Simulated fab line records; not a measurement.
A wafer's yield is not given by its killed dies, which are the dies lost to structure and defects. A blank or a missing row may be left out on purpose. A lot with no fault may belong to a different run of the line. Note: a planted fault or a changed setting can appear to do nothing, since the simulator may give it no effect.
Chamber matching :: flow gf180mcu :: GF_PASSIVATION_ETCH_11 on rie-diel-04: 4 sister chambers
The step etches the open film in CF4/O2, stops on TiN, target depth 1800 nm, time 400 s. 4 wafers are shown with their chamber, then 7 later ones without.

## WAFERS, EACH WITH ITS CHAMBER
wafer: L283.5
chamber: 0
oes-product-au (a.u.): 0.962

wafer: L284.2
chamber: 1
oes-product-au (a.u.): 0.952

wafer: L294.1
chamber: 2
oes-product-au (a.u.): 0.965

wafer: L294.4
chamber: 3
oes-product-au (a.u.): 0.957

## WAFERS WITHOUT THEIR CHAMBER
wafer: L294.5
oes-product-au (a.u.): 0.966

wafer: L295.4
oes-product-au (a.u.): 0.969

wafer: L295.5
oes-product-au (a.u.): 0.967

wafer: L295.6
oes-product-au (a.u.): 0.968

wafer: L298.2
oes-product-au (a.u.): 0.961

wafer: L298.4
oes-product-au (a.u.): 0.959

wafer: L298.5
oes-product-au (a.u.): 0.967

## CHAMBER TAKEN BY EACH
wafer: L294.5
from the rows above: can't be placed: 2 or 0
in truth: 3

wafer: L295.4
from the rows above: can't be placed: 2 or 0
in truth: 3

wafer: L295.5
from the rows above: can't be placed: 2 or 0
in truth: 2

wafer: L295.6
from the rows above: can't be placed: 2 or 0
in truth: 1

wafer: L298.2
from the rows above: can't be placed: 0 or 2 or 3
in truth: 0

wafer: L298.4
from the rows above: can't be placed: 3 or 0 or 2
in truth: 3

wafer: L298.5
from the rows above: can't be placed: 2 or 0
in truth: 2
Correct placement for 0 of the 7. Cannot be placed on the basis of these rows: 7; the candidates contain the true chamber in 4. Placed wrongly: 0.
How it was worked out, from the rows above alone: a wafer's distance from a chamber is the root of the sum, over the readings, of the square of ((its reading less the chamber's mean) divided by the reading's scatter). The wafer belongs to the nearest chamber; if the next one is less than 2 further off, it can't be placed. Each chamber's mean is taken over the wafers shown for it. The scatter: with one shown wafer a chamber, the root of the mean of the squares of how far each hidden wafer lies from its nearest shown one.
